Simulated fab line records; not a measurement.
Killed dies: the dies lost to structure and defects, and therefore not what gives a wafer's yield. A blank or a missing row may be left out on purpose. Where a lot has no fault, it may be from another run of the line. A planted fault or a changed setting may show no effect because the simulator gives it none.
fab line records	flow gf180mcu
record lots=14	wafers=42	lastDay=33
route steps=602 shown SALICIDE@284 CONTACT@291
lots that met no fault: from a run of the same line without faults
startH: hours from the record's first day to the start of the lot's first wafer shown	waitH: hours from the lot's prior step to this one	" repeats the value in the row above	L1.1+2: a single row standing in for several wafers	- no value, or no start was given	* or withheld: withheld	< > ~ a bound
route shown NAME@n: names a module that has steps shown in the file, with the first one's number in the route	usual: mean/standard deviation of fault-free wafers	same: alike in all rows	chamber/n: place in a boat	sites: readings site by site	_std_site: the standard deviation of these	_edge_site: the outer-site mean with the inner-site mean subtracted	radiusMm: how far each site lies from the wafer's centre	mask NAME#n: copy n	behind: tool/chamber where the wafer was last shaped	hold: reason for holding the lot/hours on hold/outcome of the hold	device: names the non-switching transistor (n, p or np)	end of line: tests run on the same wafers once the route is complete	step lacking rows: just its recipe	killed: dies that structure and defects cost at the first sort, which is not the same as the wafer's yield	map: a wafer's dies, marking killed ones x, the rest . and places with no die _
set.NAME: the setting that was run; set.NAME@STEP: the one run at that earlier step	model.NAME: the simulator's own value behind a step, which no gauge read
steps of the route over a sample of lots; a table a step, a row a wafer
services: a tool's chamber out of use, with start hour (startH, from the record's first day; less than 0 if before it), hours out, and reason
## steps
# step GF_SALICIDE_RTA_06
# recipe tempC=530	timeS=30	ambient=N2
# usual lampPowerPct=6.03/0.27	wafer_temp_C_max=532.5/0.69
lot.wafer	tool	chamber	startH	waitH	lampPowerPct	wafer_temp_C_max
L957.3	rtpAnneal-01	0	338.52	0.1	6.20	531.1
L957.5	"	0	"	"	6.20	531.5
L957.6	"	0	"	"	6.19	532.1
L958.1	rtpAnneal-02	0	351.95	0.1	5.62	533.6
L958.3	"	0	"	"	5.62	533.2
L958.4	"	0	"	"	5.61	533.1
L959.2	rtpAnneal-01	0	356.57	0.1	6.20	532.2
L959.3	"	0	"	"	6.21	533.0
L959.6	"	0	"	"	6.19	531.8
L960.2	rtpAnneal-01	0	366.78	0.1	6.20	532.4
L960.3	"	0	"	"	6.20	532.8
L960.5	"	0	"	"	6.19	532.5
L961.4	rtpAnneal-01	0	382.11	0.1	6.20	531.9
L961.5	"	0	"	"	6.20	531.7
L961.6	"	0	"	"	6.20	532.6
L963.1	rtpAnneal-02	0	396.02	0.1	5.62	533.9
L963.3	"	0	"	"	5.61	531.9
L963.5	"	0	"	"	5.61	533.1
L964.3	rtpAnneal-02	0	402.69	0.1	5.61	533.2
L964.5	"	0	"	"	5.62	533.6
L964.6	"	0	"	"	5.60	533.2
L965.3	rtpAnneal-01	0	410.75	0.1	6.20	532.5
L965.5	"	0	"	"	6.20	532.0
L965.6	"	0	"	"	6.20	532.4
L966.1	rtpAnneal-02	0	414.81	0.1	5.61	532.8
L966.3	"	0	"	"	5.62	533.5
L966.6	"	0	"	"	5.62	532.5
L967.1	rtpAnneal-01	0	431.86	0.1	6.19	531.8
L967.2	"	0	"	"	6.20	531.8
L967.5	"	0	"	"	6.19	531.3
L968.1	rtpAnneal-01	0	446.52	0.1	6.20	531.3
L968.4	"	0	"	"	6.19	532.4
L968.5	"	0	"	"	6.20	532.0
L973.3	rtpAnneal-01	0	487.34	0.1	6.20	531.8
L973.5	"	0	"	"	6.19	532.3
L973.6	"	0	"	"	6.19	532.6
L974.1	rtpAnneal-01	0	492.50	0.1	6.20	531.7
L974.4	"	0	"	"	6.20	532.5
L974.5	"	0	"	"	6.20	532.1
L975.3	rtpAnneal-02	0	501.74	0.1	5.61	533.2
L975.4	"	0	"	"	5.61	532.0
L975.6	"	0	"	"	5.61	533.7
# step GF_CONTACT_CMP_04
# recipe material=SiO2	downForcePsi=4	platenRpm=60	padVelocityMS=0.94248
# usual motorCurrentA=11.8/1.6	timeToEndpointS=112/7.6
lot.wafer	tool	chamber	startH	waitH	motorCurrentA	timeToEndpointS
L957.3	cmp-01	0	339.17	0.2	14.6	112
L957.6	"	1	"	"	10.7	119
L957.5	"	2	"	"	11.0	115
L958.4	cmp-02	3	352.48	0.0	11.5	109
L958.3	"	0	"	"	11.6	101
L958.1	"	2	"	"	14.0	102
L959.3	cmp-01	2	357.13	0.1	11.1	116
L959.2	"	0	"	"	14.9	110
L959.6	"	1	"	"	10.8	126
L960.2	cmp-01	0	367.29	0.0	13.6	116
L960.3	"	3	"	"	10.1	115
L960.5	"	0	"	"	14.6	119
L961.4	cmp-01	0	382.69	0.1	13.9	119
L961.6	"	2	"	"	11.3	123
L961.5	"	3	"	"	10.1	110
L963.3	cmp-01	2	396.65	0.1	11.1	108
L963.1	"	3	"	"	9.9	97
L963.5	"	1	"	"	11.0	129
L964.3	cmp-02	3	403.23	0.1	11.3	109
L964.6	"	2	"	"	14.5	118
L964.5	"	3	"	"	11.8	119
L965.3	cmp-01	3	411.39	0.2	10.2	109
L965.5	"	0	"	"	13.4	115
L965.6	"	1	"	"	10.9	130
L966.3	cmp-01	1	415.44	0.1	10.6	109
L966.1	"	2	"	"	11.7	106
L966.6	"	0	"	"	13.0	107
L967.1	cmp-01	1	432.47	0.1	11.1	113
L967.2	"	2	"	"	11.4	105
L967.5	"	0	"	"	13.8	117
L968.1	cmp-02	2	447.18	0.1	14.8	117
L968.4	"	1	"	"	11.6	121
L968.5	"	2	"	"	13.7	122
L973.3	cmp-01	0	487.89	0.1	14.0	99
L973.5	"	3	"	"	10.1	100
L973.6	"	0	"	"	15.1	108
L974.4	cmp-01	0	493.09	0.1	14.3	114
L974.1	"	2	"	"	11.4	107
L974.5	"	0	"	"	14.5	116
L975.4	cmp-01	0	502.34	0.1	14.4	125
L975.3	"	1	"	"	10.2	125
L975.6	"	2	"	"	11.3	112
# step GF_CONTACT_EXPOSE_11
# recipe maskId=Contact	targetCdNm=220	na=0.68	sourceShape=conventional	sigmaOuter=0.6	doseMj=38
lot.wafer	tool	chamber	startH	waitH	mask
L957.3+5+6	krfScanner-02	0	350.70	-	Contact#0
L958.1+3+4	krfScanner-02	0	363.85	-	Contact#0
L959.2+3+6	krfScanner-01	0	368.18	-	Contact#0
L960.2+3+5	krfScanner-01	0	379.45	-	Contact#0
L961.4+5+6	krfScanner-02	0	394.83	-	Contact#0
L963.1+3+5	krfScanner-01	0	409.52	-	Contact#0
L964.3+5+6	krfScanner-02	0	414.52	-	Contact#0
L965.3+5+6	krfScanner-01	0	424.00	-	Contact#0
L966.1+3+6	krfScanner-01	0	427.60	-	Contact#0
L967.1+2+5	krfScanner-02	0	444.71	-	Contact#0
L968.1+4+5	krfScanner-02	0	459.83	-	Contact#0
L973.3+5+6	krfScanner-02	0	500.67	-	Contact#0
L974.1+4+5	krfScanner-02	0	505.48	-	Contact#0
L975.3+4+6	krfScanner-01	0	514.47	-	Contact#0
# step GF_CONTACT_CD_MEAS_14
# recipe targetCdNm=220
# usual cdNm=219.6/1.4
lot.wafer	tool	chamber	startH	waitH	hold	cdNm
L957.3	cdSem-02	-	361.41	0.2	-	221.7
L957.5	"	-	"	"	-	222.2
L957.6	"	-	"	"	-	221.7
L958.1	cdSem-02	-	374.84	0.1	-	220.0
L958.3	"	-	"	"	-	221.6
L958.4	"	-	"	"	-	219.8
L959.2	cdSem-02	-	379.32	0.1	-	219.0
L959.3	"	-	"	"	-	219.3
L959.6	"	-	"	"	-	219.0
L960.2	cdSem-02	-	390.85	0.1	-	218.6
L960.3	"	-	"	"	-	217.9
L960.5	"	-	"	"	-	220.9
L961.4	cdSem-02	-	406.66	0.1	-	222.5
L961.5	"	-	"	"	-	219.6
L961.6	"	-	"	"	-	221.2
L963.1	cdSem-02	-	421.19	0.1	-	219.8
L963.3	"	-	"	"	-	219.7
L963.5	"	-	"	"	-	217.9
L964.3	cdSem-02	-	426.38	0.1	-	218.2
L964.5	"	-	"	"	-	219.6
L964.6	"	-	"	"	-	218.9
L965.3	cdSem-01	-	436.67	0.1	-	221.9
L965.5	"	-	"	"	-	221.0
L965.6	"	-	"	"	-	219.3
L966.1	cdSem-01	-	439.19	0.1	-	218.5
L966.3	"	-	"	"	-	219.7
L966.6	"	-	"	"	-	220.4
L967.1	cdSem-02	-	457.05	0.1	-	218.0
L967.2	"	-	"	"	-	219.1
L967.5	"	-	"	"	-	217.1
L968.1	cdSem-01	-	472.25	0.1	-	220.3
L968.4	"	-	"	"	-	219.4
L968.5	"	-	"	"	-	220.4
L973.3	cdSem-02	-	512.29	0.1	awaitDispo/0.2h/release	183.3
L973.5	"	-	"	"	awaitDispo/0.2h/release	208.1
L973.6	"	-	"	"	awaitDispo/0.2h/release	210.4
L973.3	cdSem-02	-	512.76	0.4	-	183.4
L973.5	"	-	"	"	-	208.2
L973.6	"	-	"	"	-	210.9
L974.1	cdSem-02	-	516.69	0.1	awaitDispo/0.2h/release	199.9
L974.4	"	-	"	"	awaitDispo/0.2h/release	199.2
L974.5	"	-	"	"	awaitDispo/0.2h/release	186.8
L974.1	cdSem-02	-	516.98	0.3	-	199.9
L974.4	"	-	"	"	-	199.4
L974.5	"	-	"	"	-	187.0
L975.3	cdSem-02	-	525.88	0.1	-	219.6
L975.4	"	-	"	"	-	217.7
L975.6	"	-	"	"	-	218.6
# step GF_CONTACT_ETCH_17
# recipe chemistry=C4F8/O2/Ar	maskMaterial=KrF	target=SiO2	stopOn=CoSi2	sourceW=1500	biasW=1200	pressureMtorr=40	c4f8FlowSccm=withheld	O2_flow_sccm=6	Ar_flow_sccm=300	timeS=withheld	targetDepthA=8600
# usual oesProductAu=0.816/0.0051
lot.wafer	tool	chamber	startH	waitH	oesProductAu
L957.3	rieDiel-01	1	-	-	0.814
L957.5	"	0	"	"	0.817
L957.6	"	3	"	"	0.826
L958.1	rieDiel-01	2	-	-	0.816
L958.3	"	0	"	"	0.816
L958.4	"	1	"	"	0.807
L959.2	rieDiel-03	0	-	-	0.812
L959.3	"	3	"	"	0.820
L959.6	"	1	"	"	0.817
L960.2	rieDiel-02	0	-	-	0.816
L960.3	"	3	"	"	0.824
L960.5	"	0	"	"	0.829
L961.4	rieDiel-01	0	-	-	0.813
L961.5	"	1	"	"	0.816
L961.6	"	2	"	"	0.820
L963.1	rieDiel-01	1	-	-	0.814
L963.3	"	3	"	"	0.812
L963.5	"	3	"	"	0.811
L964.3	rieDiel-02	2	-	-	0.826
L964.5	"	1	"	"	0.818
L964.6	"	2	"	"	0.817
L965.3	rieDiel-03	3	-	-	0.822
L965.5	"	2	"	"	0.815
L965.6	"	3	"	"	0.807
L966.1	rieDiel-02	0	-	-	0.810
L966.3	"	2	"	"	0.822
L966.6	"	2	"	"	0.811
L967.1	rieDiel-01	0	-	-	0.819
L967.2	"	2	"	"	0.804
L967.5	"	3	"	"	0.811
L968.1	rieDiel-02	3	-	-	0.810
L968.4	"	1	"	"	0.823
L968.5	"	3	"	"	0.819
L973.3	rieDiel-01	1	-	-	0.816
L973.5	"	2	"	"	0.817
L973.6	"	1	"	"	0.817
L974.1	rieDiel-03	1	-	-	0.816
L974.4	"	3	"	"	0.817
L974.5	"	3	"	"	0.812
L975.3	rieDiel-01	3	-	-	0.815
L975.4	"	1	"	"	0.814
L975.6	"	3	"	"	0.821
## services
tool	chamber	startH	hours	kind
cmp-01	-	316.45	2.6	repair
krfScanner-01	-	329.95	4.1	repair
rieDiel-02	-	333.46	0.5	repair
rtpAnneal-01	-	333.68	3.9	pm
krfScanner-01	-	350.13	1.0	pm
rieDiel-03	-	353.05	0.7	repair
cmp-02	-	364.76	6.7	pm
krfScanner-02	-	367.13	1.0	pm
krfScanner-01	-	371.18	0.8	pm
cmp-01	-	373.44	4.2	pm
krfScanner-02	-	378.92	0.8	pm
rieDiel-01	1	380.94	8.9	repair
cmp-02	-	382.59	0.2	repair
cmp-01	-	404.00	4.0	pm
krfScanner-02	-	417.39	4.6	repair
krfScanner-02	-	430.65	1.3	repair
krfScanner-01	-	441.91	5.9	repair
krfScanner-02	-	455.11	1.3	pm
cmp-01	-	463.07	6.1	pm
krfScanner-01	-	466.27	1.3	pm
rieDiel-01	3	471.23	5.9	repair
rieDiel-02	2	472.84	5.6	repair
krfScanner-01	-	519.13	1.0	pm
rieDiel-01	2	519.59	8.1	repair
## key
firstSign step=GF_CONTACT_CD_MEAS_14	reading=visit	direction=added
effect step=GF_CONTACT_CD_MEAS_14	reading=cdNm	direction=down	sigmas=15	usual=219.6	struck=198.0
moreKillsBornAt GF_CONTACT_EXPOSE_11@krfScanner-02=172
metAt GF_CONTACT_EXPOSE_11
struckLots L973,L974
rowsEnd L974.1,L974.5
sortLeftOut L974.4
testerLeftOut L973,L974
notActingAt GF_SALICIDE_RTA_06,GF_CONTACT_CMP_04,GF_CONTACT_ETCH_17
onsetBetween 459.83 500.67
fault kind=processParameterDrift	tool=krfScanner-02	chamber=-	onsetH=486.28	steps=GF_CONTACT_EXPOSE_11	channel=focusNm	offset=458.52	spreadByWafer=0.3	shape=step	endH=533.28
# testerLeftOut: of these lots the tester's yield and bins aren't shown, on N5 and GAA mostly nor the transistor test; their killed dies are dies lost to structure and defects alone, not to doping, threshold or leakage, so they don't give the yield
# sortLeftOut: the simulated sort isn't trusted on such a fault, so these wafers' sort isn't shown, and their yield isn't known
# rowsEnd: these wafers met a further fault down the route, and their rows from its step on are left out
